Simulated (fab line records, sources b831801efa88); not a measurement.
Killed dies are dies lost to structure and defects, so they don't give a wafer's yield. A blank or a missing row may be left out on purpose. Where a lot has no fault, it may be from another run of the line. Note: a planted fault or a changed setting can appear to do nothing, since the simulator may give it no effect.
A lot that was struck, set against a sound lot | flow sky130 | 18 out of 708 route steps
Sound: the wafers L553.2, L553.3, L553.5. Struck: wafers L559.2, L559.3, L559.4. The cause comes at the end.
At each step with rows: each side's tool, then ch and its chambers, then its first start. Under that, the readings that differ: sound wafers | struck wafers | difference of the means | sigmas: that difference in standard deviations of wafers without a fault.
alike: readings whose means differ by less than 2 such deviations, and words and numbers that are the same on both sides. not compared: withheld readings, readings that some wafer has no value for, bounds like >300 that may hide the same value, and numbers for which the record gives no deviation and whose values overlap.
A row with sigmas, a row that says differs or no value, or rows on one side alone: a step with any of these is where the two part. When numbers do not overlap yet have no deviation, they are printed without sigmas and do not part them. A reading that every wafer of one side lacks parts them only if that side has two wafers or more.

first, 3 steps without rows for these wafers: SKY_LI_CONTACT_EXPOSE_09 (exposes mask LICM1, target cd 170 nm); SKY_LI_CONTACT_PEB_10; SKY_LI_CONTACT_DEVELOP_11 (develop time 60 s).
SKY_LI_CONTACT_CD_MEAS_12 targets a cd of 170 nm.
  struck on cdSem-01, day 33 03:35; sound on cdSem-01, day 31 10:46
  alike: cdNm
SKY_LI_CONTACT_OVL_MEAS_13:
  struck on overlay-02, day 33 03:41; sound on overlay-02, day 31 10:52
  alike: LI_CONTACT_OVL
then, 1 step without rows for these wafers: SKY_LI_CONTACT_ETCH_14 (etches BARC in N2/H2, stops on SiO2, time 45.9 s, target depth 60 nm).
SKY_LI_CONTACT_ETCH_15: etches PSG in C4F8/O2/Ar, stops on Si, target depth 600 nm.
  sound on rieDiel-01 ch 1,2,3, day 31 10:56; struck on rieDiel-04 ch 0,2,3, day 33 03:46
  alike: oesProductAu
SKY_LI_CONTACT_STRIP_16: strips in O2/N2.
  sound on plasmaAsher-01 ch 0,1, day 31 11:01; struck on plasmaAsher-02 ch 0,1, day 33 03:50
  alike: drypumpMotorCurrentA, oesProductAu, stripTimeToEndpointS
  not compared: rfHoursCounterH
then, 2 steps without rows for these wafers: SKY_LI_CONTACT_CLEAN_17 (cleans in NMP, time 600 s); SKY_LI_CONTACT_PRE_CLEAN_18 (time 5.6 s).
SKY_LI_CONTACT_SPUTTER_19: material Ti, target thk 20 nm, time 106.37 s.
  struck on pvdSputter-04, day 33 04:09; sound on pvdSputter-01, day 31 11:19
  alike: throttleValvePct
SKY_LI_CONTACT_SPUTTER_20: material TiN, target thk 20 nm, time 80 s.
  struck on pvdSputter-04, day 33 04:14; sound on pvdSputter-01, day 31 11:23
  alike: throttleValvePct
SKY_LI_CONTACT_CVD_21: deposits W, target thk 400 nm, time 120.56 s.
  sound on cvdW-01 ch 0,1, day 31 11:27; struck on cvdW-02 ch 0,1, day 33 04:17
reading                                 | sound             | struck            | difference | sigmas
chamberPressureTorr (Torr)              | 40.00 40.08 40.11 | 21.35 21.43 21.53 | -18.63     | -99 or more
model.W_of_LI_CONTACT_CVD_21.thkNm (nm) | 393.1 397.8 390.5 | 290.3 284.3 291.7 | -105.0     | 
  alike: heaterPowerW
  not compared: sinceWetCleanH
SKY_LI_CONTACT_RS_MEAS_22: a four-point-probe measurement.
  struck on filmMetro-03, day 33 04:26; sound on filmMetro-03, day 31 11:36
reading                  | sound             | struck            | difference | sigmas
LI_CONTACT_W_RS (ohm/sq) | 0.290 0.287 0.292 | 0.394 0.401 0.391 | +0.106     | +34
SKY_LI_CONTACT_THK_MEAS_23: measures by xrf.
  struck on filmMetro-03, day 33 04:33; sound on filmMetro-03, day 31 11:43
reading               | sound       | struck      | difference | sigmas
LI_CONTACT_W_THK (nm) | 401 407 398 | 294 286 294 | -111       | -19
SKY_LI_CONTACT_CMP_24: polishes, stops on PSG, t overpolish 20 s, target thk 0 nm.
  sound on cmp-02 ch 0,1,2, day 31 11:52; struck on cmp-02 ch 1,2,3, day 33 04:36
reading             | sound     | struck   | difference | sigmas
timeToEndpointS (s) | 86 105 91 | 64 66 68 | -28        | -6
  alike: motorCurrentA, platenRpm
SKY_LOCAL_INTERCONNECT_SPUTTER_00: material TiN, target thk 100 nm, time 83.3 s.
  struck on pvdSputter-03, day 33 04:54; sound on pvdSputter-04, day 31 12:04
  alike: throttleValvePct
-- here the record skips 16 days between the struck wafers' starts before and after, leaving off in module LOCAL_INTERCONNECT and picking up in module PAD_OPEN (first step shown: number 708 of the route) --
SKY_PAD_OPEN_PROBE_99:
  struck on prober-01, day 48 17:54; sound on prober-01, day 47 11:23
  alike: killed_at_M0_to_M3, killed_at_M4_up, killedAtContacts, killedAtFrontEnd, killedAtOther, killedDies, killedOpen, killedShort

WHERE THEY PART
At SKY_LI_CONTACT_CVD_21 first; at SKY_LI_CONTACT_CMP_24 last (within this record only). Later steps at which nothing parts them and some readings are alike: SKY_LOCAL_INTERCONNECT_SPUTTER_00, SKY_PAD_OPEN_PROBE_99.

WHY: what had been put in by the simulator
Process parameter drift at SKY_LI_CONTACT_CVD_21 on cvdW-02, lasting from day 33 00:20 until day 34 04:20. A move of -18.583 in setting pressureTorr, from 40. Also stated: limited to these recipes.
